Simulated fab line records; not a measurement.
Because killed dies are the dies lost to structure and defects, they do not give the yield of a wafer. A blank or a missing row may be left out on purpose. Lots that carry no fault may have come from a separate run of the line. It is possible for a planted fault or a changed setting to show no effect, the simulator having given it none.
fab line records / flow sky130
record: lots: 6 wafers: 18 lastDay: 50
route steps=708 shown NWELL@79 PWDE@84 VT_ADJUST_HVTP@85
lots that met no fault: taken from a fault-free run of the same line
startH: hours from the record's first day to the start of the lot's first wafer shown / waitH: how many hours have passed since the lot's step before this one / " as in the row above / L1.1+2: several wafers, shown together as one row / - value missing, or start not given / * or withheld: withheld / < > ~ a bound
route shown NAME@n: a module of which the file shows steps, and the number in the route of the first / usual: the fault-free wafers' mean and standard deviation / same: alike in all rows / chamber/n: place in a boat / sites: each site's reading / _std_site: their standard deviation / _edge_site: inner sites' mean taken away from outer sites' mean / radiusMm: how far each site lies from the wafer's centre / mask NAME#n: copy n / behind: the last tool/chamber to shape the wafer / hold: cause of the lot's hold/its duration in hours/its outcome / device: which transistor (n, p or np) failed to switch / end of line: the tests these same wafers got at the end of their route / a step given without rows: its recipe and nothing more / killed: dies lost to structure and defects at the first sort, not the wafer's yield / map: dies across one wafer; x = killed, . = not, _ = none there
set.NAME: the run value of the setting; set.NAME@STEP: its run value at that earlier step / model.NAME: the simulator's own value behind a step, which no gauge read
a table for each step, a row for each wafer; lots at some steps of the route
services: when a tool's chamber went out of use (startH, in hours from the record's first day, below 0 if earlier), for how many hours, and the reason
== steps ==
step: SKY_NWELL_TW_MEAS_26
usual: NWELL_2_TW: 502/7.9
lot.wafer=L662.2 tool=filmMetro-04 chamber=- startH=120.49 waitH=0.1 NWELL_2_TW=494
lot.wafer=L662.3 tool=filmMetro-04 chamber=- startH=120.49 waitH=0.1 NWELL_2_TW=494
lot.wafer=L662.5 tool=filmMetro-04 chamber=- startH=120.49 waitH=0.1 NWELL_2_TW=497
lot.wafer=L664.2 tool=filmMetro-04 chamber=- startH=137.53 waitH=0.1 NWELL_2_TW=494
lot.wafer=L664.3 tool=filmMetro-04 chamber=- startH=137.53 waitH=0.1 NWELL_2_TW=496
lot.wafer=L664.4 tool=filmMetro-04 chamber=- startH=137.53 waitH=0.1 NWELL_2_TW=495
lot.wafer=L675.2 tool=filmMetro-04 chamber=- startH=200.50 waitH=0.1 NWELL_2_TW=493
lot.wafer=L675.3 tool=filmMetro-04 chamber=- startH=200.50 waitH=0.1 NWELL_2_TW=491
lot.wafer=L675.6 tool=filmMetro-04 chamber=- startH=200.50 waitH=0.1 NWELL_2_TW=488
lot.wafer=L677.1 tool=filmMetro-01 chamber=- startH=216.04 waitH=0.1 NWELL_2_TW=511
lot.wafer=L677.3 tool=filmMetro-01 chamber=- startH=216.04 waitH=0.1 NWELL_2_TW=513
lot.wafer=L677.5 tool=filmMetro-01 chamber=- startH=216.04 waitH=0.1 NWELL_2_TW=511
lot.wafer=L679.2 tool=filmMetro-02 chamber=- startH=228.14 waitH=0.1 NWELL_2_TW=502
lot.wafer=L679.4 tool=filmMetro-02 chamber=- startH=228.14 waitH=0.1 NWELL_2_TW=499
lot.wafer=L679.5 tool=filmMetro-02 chamber=- startH=228.14 waitH=0.1 NWELL_2_TW=503
lot.wafer=L681.4 tool=filmMetro-02 chamber=- startH=236.32 waitH=0.1 NWELL_2_TW=501
lot.wafer=L681.5 tool=filmMetro-02 chamber=- startH=236.32 waitH=0.1 NWELL_2_TW=497
lot.wafer=L681.6 tool=filmMetro-02 chamber=- startH=236.32 waitH=0.1 NWELL_2_TW=502
step: SKY_NWELL_CLEAN_27
recipe: chemistry: SC1/SC2 mix: 1:4:20 tempC: 70 timeS: 150 dry: n2Spin
step: SKY_NWELL_RTA_28
recipe: tempC: 1050 timeS: 30 idleTempC: 650 rampUpCPerS: 150 rampDownCPerS: 90 ambient: N2
usual: lampPowerPct: 25.31/0.056 wafer_temp_C_max: 1054.9/0.85
lot.wafer=L662.2 tool=rtpAnneal-02 chamber=0 startH=120.61 waitH=0.0 lampPowerPct=25.34 wafer_temp_C_max=1055.7
lot.wafer=L662.3 tool=rtpAnneal-02 chamber=0 startH=120.61 waitH=0.0 lampPowerPct=25.19 wafer_temp_C_max=1054.3
lot.wafer=L662.5 tool=rtpAnneal-02 chamber=0 startH=120.61 waitH=0.0 lampPowerPct=25.34 wafer_temp_C_max=1054.7
lot.wafer=L664.2 tool=rtpAnneal-01 chamber=0 startH=137.64 waitH=0.0 lampPowerPct=25.26 wafer_temp_C_max=1054.5
lot.wafer=L664.3 tool=rtpAnneal-01 chamber=0 startH=137.64 waitH=0.0 lampPowerPct=25.31 wafer_temp_C_max=1055.5
lot.wafer=L664.4 tool=rtpAnneal-01 chamber=0 startH=137.64 waitH=0.0 lampPowerPct=25.28 wafer_temp_C_max=1053.9
lot.wafer=L675.2 tool=rtpAnneal-01 chamber=0 startH=200.63 waitH=0.0 lampPowerPct=25.35 wafer_temp_C_max=1055.0
lot.wafer=L675.3 tool=rtpAnneal-01 chamber=0 startH=200.63 waitH=0.0 lampPowerPct=25.34 wafer_temp_C_max=1054.7
lot.wafer=L675.6 tool=rtpAnneal-01 chamber=0 startH=200.63 waitH=0.0 lampPowerPct=25.27 wafer_temp_C_max=1053.9
lot.wafer=L677.1 tool=rtpAnneal-02 chamber=0 startH=216.15 waitH=0.0 lampPowerPct=25.35 wafer_temp_C_max=1054.9
lot.wafer=L677.3 tool=rtpAnneal-02 chamber=0 startH=216.15 waitH=0.0 lampPowerPct=25.29 wafer_temp_C_max=1055.1
lot.wafer=L677.5 tool=rtpAnneal-02 chamber=0 startH=216.15 waitH=0.0 lampPowerPct=25.25 wafer_temp_C_max=1054.8
lot.wafer=L679.2 tool=rtpAnneal-01 chamber=0 startH=228.26 waitH=0.0 lampPowerPct=25.29 wafer_temp_C_max=1054.6
lot.wafer=L679.4 tool=rtpAnneal-01 chamber=0 startH=228.26 waitH=0.0 lampPowerPct=25.25 wafer_temp_C_max=1053.6
lot.wafer=L679.5 tool=rtpAnneal-01 chamber=0 startH=228.26 waitH=0.0 lampPowerPct=25.33 wafer_temp_C_max=1056.5
lot.wafer=L681.4 tool=rtpAnneal-02 chamber=0 startH=236.46 waitH=0.1 lampPowerPct=25.33 wafer_temp_C_max=1055.2
lot.wafer=L681.5 tool=rtpAnneal-02 chamber=0 startH=236.46 waitH=0.1 lampPowerPct=25.34 wafer_temp_C_max=1055.1
lot.wafer=L681.6 tool=rtpAnneal-02 chamber=0 startH=236.46 waitH=0.1 lampPowerPct=25.35 wafer_temp_C_max=1055.9
step: SKY_NWELL_RS_MEAS_29
recipe: thkMeasGauge: four-point-probe
usual: NWELL_RS: 624.4/1.3
lot.wafer=L662.2 tool=filmMetro-01 chamber=- startH=120.71 waitH=0.1 NWELL_RS[ohm/sq]=622.1
lot.wafer=L662.3 tool=filmMetro-01 chamber=- startH=120.71 waitH=0.1 NWELL_RS[ohm/sq]=623.7
lot.wafer=L662.5 tool=filmMetro-01 chamber=- startH=120.71 waitH=0.1 NWELL_RS[ohm/sq]=622.9
lot.wafer=L664.2 tool=filmMetro-02 chamber=- startH=137.75 waitH=0.1 NWELL_RS[ohm/sq]=624.2
lot.wafer=L664.3 tool=filmMetro-02 chamber=- startH=137.75 waitH=0.1 NWELL_RS[ohm/sq]=626.0
lot.wafer=L664.4 tool=filmMetro-02 chamber=- startH=137.75 waitH=0.1 NWELL_RS[ohm/sq]=624.4
lot.wafer=L675.2 tool=filmMetro-02 chamber=- startH=200.82 waitH=0.2 NWELL_RS[ohm/sq]=624.2
lot.wafer=L675.3 tool=filmMetro-02 chamber=- startH=200.82 waitH=0.2 NWELL_RS[ohm/sq]=623.7
lot.wafer=L675.6 tool=filmMetro-02 chamber=- startH=200.82 waitH=0.2 NWELL_RS[ohm/sq]=624.2
lot.wafer=L677.1 tool=filmMetro-04 chamber=- startH=216.35 waitH=0.2 NWELL_RS[ohm/sq]=621.1
lot.wafer=L677.3 tool=filmMetro-04 chamber=- startH=216.35 waitH=0.2 NWELL_RS[ohm/sq]=623.8
lot.wafer=L677.5 tool=filmMetro-04 chamber=- startH=216.35 waitH=0.2 NWELL_RS[ohm/sq]=622.6
lot.wafer=L679.2 tool=filmMetro-04 chamber=- startH=228.36 waitH=0.1 NWELL_RS[ohm/sq]=625.3
lot.wafer=L679.4 tool=filmMetro-04 chamber=- startH=228.36 waitH=0.1 NWELL_RS[ohm/sq]=624.7
lot.wafer=L679.5 tool=filmMetro-04 chamber=- startH=228.36 waitH=0.1 NWELL_RS[ohm/sq]=624.4
lot.wafer=L681.4 tool=filmMetro-01 chamber=- startH=236.57 waitH=0.1 NWELL_RS[ohm/sq]=623.5
lot.wafer=L681.5 tool=filmMetro-01 chamber=- startH=236.57 waitH=0.1 NWELL_RS[ohm/sq]=623.2
lot.wafer=L681.6 tool=filmMetro-01 chamber=- startH=236.57 waitH=0.1 NWELL_RS[ohm/sq]=623.7
step: SKY_NWELL_RS_MEAS_31
recipe: thkMeasGauge: four-point-probe
usual: PWDE_RS: 5271/19
lot.wafer=L662.2 tool=filmMetro-01 chamber=- startH=120.95 waitH=0.1 PWDE_RS[ohm/sq]=5300
lot.wafer=L662.3 tool=filmMetro-01 chamber=- startH=120.95 waitH=0.1 PWDE_RS[ohm/sq]=5290
lot.wafer=L662.5 tool=filmMetro-01 chamber=- startH=120.95 waitH=0.1 PWDE_RS[ohm/sq]=5277
lot.wafer=L664.2 tool=filmMetro-02 chamber=- startH=137.99 waitH=0.1 PWDE_RS[ohm/sq]=5278
lot.wafer=L664.3 tool=filmMetro-02 chamber=- startH=137.99 waitH=0.1 PWDE_RS[ohm/sq]=5316
lot.wafer=L664.4 tool=filmMetro-02 chamber=- startH=137.99 waitH=0.1 PWDE_RS[ohm/sq]=5278
lot.wafer=L675.2 tool=filmMetro-02 chamber=- startH=201.06 waitH=0.1 PWDE_RS[ohm/sq]=5286
lot.wafer=L675.3 tool=filmMetro-02 chamber=- startH=201.06 waitH=0.1 PWDE_RS[ohm/sq]=5260
lot.wafer=L675.6 tool=filmMetro-02 chamber=- startH=201.06 waitH=0.1 PWDE_RS[ohm/sq]=5264
lot.wafer=L677.1 tool=filmMetro-04 chamber=- startH=216.59 waitH=0.1 PWDE_RS[ohm/sq]=5265
lot.wafer=L677.3 tool=filmMetro-04 chamber=- startH=216.59 waitH=0.1 PWDE_RS[ohm/sq]=5249
lot.wafer=L677.5 tool=filmMetro-04 chamber=- startH=216.59 waitH=0.1 PWDE_RS[ohm/sq]=5277
lot.wafer=L679.2 tool=filmMetro-04 chamber=- startH=228.60 waitH=0.1 PWDE_RS[ohm/sq]=5249
lot.wafer=L679.4 tool=filmMetro-04 chamber=- startH=228.60 waitH=0.1 PWDE_RS[ohm/sq]=5257
lot.wafer=L679.5 tool=filmMetro-04 chamber=- startH=228.60 waitH=0.1 PWDE_RS[ohm/sq]=5272
lot.wafer=L681.4 tool=filmMetro-01 chamber=- startH=236.81 waitH=0.1 PWDE_RS[ohm/sq]=5294
lot.wafer=L681.5 tool=filmMetro-01 chamber=- startH=236.81 waitH=0.1 PWDE_RS[ohm/sq]=5283
lot.wafer=L681.6 tool=filmMetro-01 chamber=- startH=236.81 waitH=0.1 PWDE_RS[ohm/sq]=5268
step: SKY_VT_ADJUST_HVTP_DEHYDRATE_00
recipe: tempC: 200 timeS: 60
step: SKY_VT_ADJUST_HVTP_HMDS_01
recipe: primeTimeS: 60 primeTempC: 120
step: SKY_VT_ADJUST_HVTP_COAT_02
recipe: resist: NOVOLAK spinRpm: 3000 resistThkNm: 1140
step: SKY_VT_ADJUST_HVTP_SOFTBAKE_03
recipe: tempC: 90 timeS: 60 resist: NOVOLAK
step: SKY_VT_ADJUST_HVTP_EXPOSE_04
recipe: maskId: HVTPM na: 0.6 sourceShape: conventional sigmaOuter: 0.6 polarization: unpolarized targetCdNm: 380 doseMj: 140
step: SKY_VT_ADJUST_HVTP_PEB_05
recipe: tempC: withheld timeS: * resist: NOVOLAK
step: SKY_VT_ADJUST_HVTP_DEVELOP_06
recipe: resist: NOVOLAK developer: TMAH developTimeS: 60 devTempC: 23
usual: chillPlateTempC: 23.01/0.11 developerTempC: 23.02/0.093
lot.wafer=L662.2 tool=lithoTrack-03 chamber=0 startH=139.58 waitH=0.1 chillPlateTempC=23.13 developerTempC=22.91
lot.wafer=L662.3 tool=lithoTrack-03 chamber=0 startH=139.58 waitH=0.1 chillPlateTempC=23.01 developerTempC=23.06
lot.wafer=L662.5 tool=lithoTrack-03 chamber=0 startH=139.58 waitH=0.1 chillPlateTempC=22.98 developerTempC=23.02
lot.wafer=L664.2 tool=lithoTrack-04 chamber=0 startH=157.12 waitH=0.1 chillPlateTempC=23.02 developerTempC=22.77
lot.wafer=L664.3 tool=lithoTrack-04 chamber=0 startH=157.12 waitH=0.1 chillPlateTempC=22.98 developerTempC=22.98
lot.wafer=L664.4 tool=lithoTrack-04 chamber=0 startH=157.12 waitH=0.1 chillPlateTempC=22.94 developerTempC=22.90
lot.wafer=L675.2 tool=lithoTrack-04 chamber=0 startH=221.92 waitH=0.1 chillPlateTempC=23.05 developerTempC=25.24
lot.wafer=L675.3 tool=lithoTrack-04 chamber=0 startH=221.92 waitH=0.1 chillPlateTempC=22.94 developerTempC=25.16
lot.wafer=L675.6 tool=lithoTrack-04 chamber=0 startH=221.92 waitH=0.1 chillPlateTempC=23.15 developerTempC=25.20
lot.wafer=L677.1 tool=lithoTrack-04 chamber=0 startH=239.19 waitH=0.1 chillPlateTempC=22.90 developerTempC=25.47
lot.wafer=L677.3 tool=lithoTrack-04 chamber=0 startH=239.19 waitH=0.1 chillPlateTempC=22.96 developerTempC=25.36
lot.wafer=L677.5 tool=lithoTrack-04 chamber=0 startH=239.19 waitH=0.1 chillPlateTempC=23.02 developerTempC=25.32
lot.wafer=L679.2 tool=lithoTrack-03 chamber=0 startH=251.33 waitH=0.1 chillPlateTempC=23.14 developerTempC=23.00
lot.wafer=L679.4 tool=lithoTrack-03 chamber=0 startH=251.33 waitH=0.1 chillPlateTempC=23.10 developerTempC=23.02
lot.wafer=L679.5 tool=lithoTrack-03 chamber=0 startH=251.33 waitH=0.1 chillPlateTempC=23.01 developerTempC=23.02
lot.wafer=L681.4 tool=lithoTrack-02 chamber=0 startH=260.10 waitH=0.1 chillPlateTempC=22.91 developerTempC=23.03
lot.wafer=L681.5 tool=lithoTrack-02 chamber=0 startH=260.10 waitH=0.1 chillPlateTempC=22.95 developerTempC=22.93
lot.wafer=L681.6 tool=lithoTrack-02 chamber=0 startH=260.10 waitH=0.1 chillPlateTempC=23.04 developerTempC=23.10
step: SKY_VT_ADJUST_HVTP_CD_MEAS_07
recipe: targetCdNm: 380
usual: cdNm: 379.7/2.7
lot.wafer=L662.2 tool=cdSem-01 chamber=- startH=139.72 waitH=0.1 cdNm=376.9
lot.wafer=L662.3 tool=cdSem-01 chamber=- startH=139.72 waitH=0.1 cdNm=377.6
lot.wafer=L662.5 tool=cdSem-01 chamber=- startH=139.72 waitH=0.1 cdNm=380.5
lot.wafer=L664.2 tool=cdSem-01 chamber=- startH=157.26 waitH=0.1 cdNm=383.1
lot.wafer=L664.3 tool=cdSem-01 chamber=- startH=157.26 waitH=0.1 cdNm=381.2
lot.wafer=L664.4 tool=cdSem-01 chamber=- startH=157.26 waitH=0.1 cdNm=381.3
lot.wafer=L675.2 tool=cdSem-01 chamber=- startH=222.06 waitH=0.1 cdNm=374.1
lot.wafer=L675.3 tool=cdSem-01 chamber=- startH=222.06 waitH=0.1 cdNm=373.0
lot.wafer=L675.6 tool=cdSem-01 chamber=- startH=222.06 waitH=0.1 cdNm=372.9
lot.wafer=L677.1 tool=cdSem-02 chamber=- startH=239.34 waitH=0.1 cdNm=373.6
lot.wafer=L677.3 tool=cdSem-02 chamber=- startH=239.34 waitH=0.1 cdNm=372.0
lot.wafer=L677.5 tool=cdSem-02 chamber=- startH=239.34 waitH=0.1 cdNm=374.0
lot.wafer=L679.2 tool=cdSem-01 chamber=- startH=251.47 waitH=0.1 cdNm=377.0
lot.wafer=L679.4 tool=cdSem-01 chamber=- startH=251.47 waitH=0.1 cdNm=376.1
lot.wafer=L679.5 tool=cdSem-01 chamber=- startH=251.47 waitH=0.1 cdNm=376.2
lot.wafer=L681.4 tool=cdSem-02 chamber=- startH=260.24 waitH=0.1 cdNm=384.5
lot.wafer=L681.5 tool=cdSem-02 chamber=- startH=260.24 waitH=0.1 cdNm=383.4
lot.wafer=L681.6 tool=cdSem-02 chamber=- startH=260.24 waitH=0.1 cdNm=382.7
== services ==
tool=rtpAnneal-01 chamber=- startH=189.07 hours=0.9 kind=pm
tool=lithoTrack-03 chamber=- startH=218.46 hours=- kind=consumableReplace:filter
tool=lithoTrack-03 chamber=- startH=237.24 hours=- kind=consumableReplace:filter
== key ==
firstSign: step: SKY_VT_ADJUST_HVTP_DEVELOP_06 reading: developerTempC direction: up sigmas: 24 usual: * struck: *
effect: step: SKY_VT_ADJUST_HVTP_CD_MEAS_07 reading: cdNm direction: down sigmas: 2.4 usual: 379.7 struck: 373.3 through: controlLoop
metAt SKY_VT_ADJUST_HVTP_DEVELOP_06
struckWafers L675.2,L675.3,L675.6,L677.1,L677.3,L677.5
testerLeftOut L675,L677
loopTrim: step: SKY_VT_ADJUST_HVTP_EXPOSE_04 setting: dose lots: L677
onsetBetween 157.12 221.92
fault: kind: processParameterDrift tool: lithoTrack-04 chamber: - onsetH: 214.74 steps: SKY_VT_ADJUST_HVTP_DEVELOP_06 channel: devTempC offset: * shape: step endH: 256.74 actsIn: * stated: *
testerLeftOut: of these lots the tester's yield and bins aren't shown, on N5 and GAA mostly nor the transistor test; their killed dies are dies lost to structure and defects alone, not to doping, threshold or leakage, so they don't give the yield
loopTrim: a control loop set the setting to another value than it would have without faults
